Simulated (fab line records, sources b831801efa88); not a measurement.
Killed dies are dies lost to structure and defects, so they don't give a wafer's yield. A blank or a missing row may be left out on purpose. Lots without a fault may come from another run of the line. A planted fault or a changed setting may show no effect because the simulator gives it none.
Which tool did it? | flow gf180mcu | 13 lots, 38 wafers sampled, at 5 steps of a route of 602

WHAT THE GAUGES READ, wafer by wafer
GF_POLY_GATE_OVL_MEAS_11. Usual: POLY_GATE_OVL 1 nm, standard deviation 6.
lot  | measured     | on         | POLY_GATE_OVL (nm) | flag
L737 | day 9 04:59  | overlay-02 | 0 -5 -3            |
L738 | day 9 12:54  | overlay-01 | 2 -5 -6            |
L740 | day 10 01:22 | overlay-02 | 9 3 -1             |
L745 | day 11 08:32 | overlay-01 | -8 5               |
L750 | day 13 02:41 | overlay-02 | 0 -10 -2           |
L751 | day 13 09:35 | overlay-02 | -4 3 -6            |
L753 | day 13 19:08 | overlay-02 | -4 6 5             |
L754 | day 14 05:55 | overlay-02 | 4 2 8              |
L756 | day 15 06:14 | overlay-02 | -5 -4 2            |
L757 | day 15 08:08 | overlay-02 | 6 4 -2             |
L758 | day 15 20:28 | overlay-02 | 7 8 -2             |
L759 | day 15 20:42 | overlay-02 | 4 7 -1             |
L760 | day 16 02:42 | overlay-02 | -5 -1 1            |

GF_HV_LDD_CD_MEAS_07: target cd 400 nm. Usual: cd_nm 399.9 nm, standard deviation 2.1.
lot  | measured     | on        | cd_nm (nm)        | flag
L737 | day 10 00:33 | cd_sem-01 | 399.3 400.7 399.9 |
L738 | day 10 08:22 | cd_sem-02 | 401.5 401.0 403.9 |
L740 | day 10 20:58 | cd_sem-02 | 399.7 400.2 401.3 |
L745 | day 12 04:42 | cd_sem-01 | 397.8 397.6       |
L750 | day 14 01:09 | cd_sem-02 | 397.7 399.4 398.8 |
L751 | day 14 08:40 | cd_sem-01 | 400.6 399.4 401.0 |
L753 | day 14 17:18 | cd_sem-01 | 401.7 400.4 400.0 |
L754 | day 15 04:47 | cd_sem-02 | 397.8 397.2 396.8 |
L756 | day 16 05:43 | cd_sem-02 | 402.2 401.5 403.8 |
L757 | day 16 07:43 | cd_sem-01 | 398.7 399.3 399.3 |
L758 | day 16 20:44 | cd_sem-01 | 403.3 405.0 405.2 |
L759 | day 16 20:26 | cd_sem-02 | 401.6 400.3 401.1 |
L760 | day 17 02:25 | cd_sem-01 | 400.6 398.1 398.5 |

GF_HV_LDD_CD_MEAS_46: target cd 400 nm. Usual: cd_nm 398.9 nm, standard deviation 2.3.
lot  | measured     | on        | cd_nm (nm)        | flag
L737 | day 12 09:35 | cd_sem-02 | 402.8 402.0 400.8 |
L738 | day 12 18:53 | cd_sem-02 | 399.8 398.4 398.1 |
L740 | day 13 07:25 | cd_sem-01 | 396.7 394.6 395.3 |
L745 | day 14 19:06 | cd_sem-01 | 392.4 392.3       |
L750 | day 16 18:45 | cd_sem-01 | 398.2 398.3 396.9 |
L751 | day 17 03:23 | cd_sem-01 | 400.9 399.0 398.4 |
L753 | day 17 12:49 | cd_sem-02 | 403.8 403.6 401.9 |
L754 | day 18 01:05 | cd_sem-01 | 402.1 402.2 403.6 |
L756 | day 19 05:35 | cd_sem-01 | 401.0 400.4 399.4 |
L757 | day 19 06:58 | cd_sem-02 | 400.3 398.0 398.6 |
L758 | day 19 21:10 | cd_sem-01 | 398.4 399.3 398.6 |
L759 | day 19 20:15 | cd_sem-02 | 398.6 396.9 396.1 |
L760 | day 20 03:00 | cd_sem-02 | 399.6 399.8 400.3 |

GF_HV_LDD_OVL_MEAS_47. Usual: HV_LDD_03_OVL -0.7 nm, standard deviation 1.3.
lot  | measured     | on         | HV_LDD_03_OVL (nm) | flag
L737 | day 12 09:42 | overlay-02 | -0.3 -1.1 -2.1     |
L738 | day 12 18:59 | overlay-01 | 0.0 0.1 -0.8       |
L740 | day 13 07:31 | overlay-02 | -0.8 -1.1 -1.1     |
L745 | day 14 19:13 | overlay-01 | -2.2 -1.0          |
L750 | day 16 18:52 | overlay-02 | -0.9 -1.4 -0.8     |
L751 | day 17 03:28 | overlay-02 | -1.2 -1.8 -0.9     |
L753 | day 17 12:55 | overlay-01 | 0.9 -1.1 -1.0      |
L754 | day 18 01:12 | overlay-02 | -2.2 -2.0 -1.8     |
L756 | day 19 05:41 | overlay-01 | -2.0 -4.3 -2.9     |
L757 | day 19 07:05 | overlay-01 | -1.2 -1.4 -2.8     |
L758 | day 19 21:16 | overlay-02 | 0.9 0.5 3.5        |
L759 | day 19 20:21 | overlay-01 | -0.9 0.3 -0.9      |
L760 | day 20 03:06 | overlay-02 | -0.1 -1.0 -2.2     |

WHICH TOOL RAN EACH LOT (tool, then ch and the chambers of the sampled wafers, then the start)
lot  | GF_HV_LDD_COAT_41
L737 | litho_track-03 ch 0, day 11 23:37
L738 | litho_track-03 ch 0, day 12 09:01
L740 | litho_track-01 ch 0, day 12 21:37
L745 | litho_track-03 ch 0, day 14 08:42
L750 | litho_track-01 ch 0, day 16 07:18
L751 | litho_track-01 ch 0, day 16 15:57
L753 | litho_track-01 ch 0, day 17 01:33
L754 | litho_track-01 ch 0, day 17 13:14
L756 | litho_track-01 ch 0, day 18 16:59
L757 | litho_track-02 ch 0, day 18 18:32
L758 | litho_track-03 ch 0, day 19 08:47
L759 | litho_track-01 ch 0, day 19 07:57
L760 | litho_track-01 ch 0, day 19 14:48
- GF_HV_LDD_COAT_41: resist thk 1000 nm.

WHAT THE TOOLS THEMSELVES READ (means of the sampled wafers that have a number; where no wafer has one, the mark that the record gives instead)
GF_HV_LDD_COAT_41. Usual: exhaust_pa 45.1 Pa, standard deviation 0.88.
lot  | tool           | exhaust_pa (Pa) | flag
L737 | litho_track-03 | 46.1            |
L738 | litho_track-03 | 44.5            |
L740 | litho_track-01 | 45.9            |
L745 | litho_track-03 | 45.7            |
L750 | litho_track-01 | 45.0            |
L751 | litho_track-01 | 44.8            |
L753 | litho_track-01 | 44.8            |
L754 | litho_track-01 | 45.1            |
L756 | litho_track-01 | 45.4            |
L757 | litho_track-02 | 46.2            |
L758 | litho_track-03 | 44.4            |
L759 | litho_track-01 | 43.6            |
L760 | litho_track-01 | 45.0            |

THE ANSWER, worked out from the rows above alone
Rule: a lot is off if the mean of its wafers that have a number lies more than 3 standard deviations from the usual mean. A lot without any number at a reading at which 4 lots or more have one is off too. The other lots that the step has rows for count as sound. The gauges are gone through in route order, then the tools' own readings, and for those a lot's mean is taken as printed above. The first step at which some lot is off is used, and at that step the reading that is off furthest; a lot without a number counts as furthest.
No lot is off at any reading shown: from this, nothing can be told.

WHAT THE SIMULATOR HAD PUT IN
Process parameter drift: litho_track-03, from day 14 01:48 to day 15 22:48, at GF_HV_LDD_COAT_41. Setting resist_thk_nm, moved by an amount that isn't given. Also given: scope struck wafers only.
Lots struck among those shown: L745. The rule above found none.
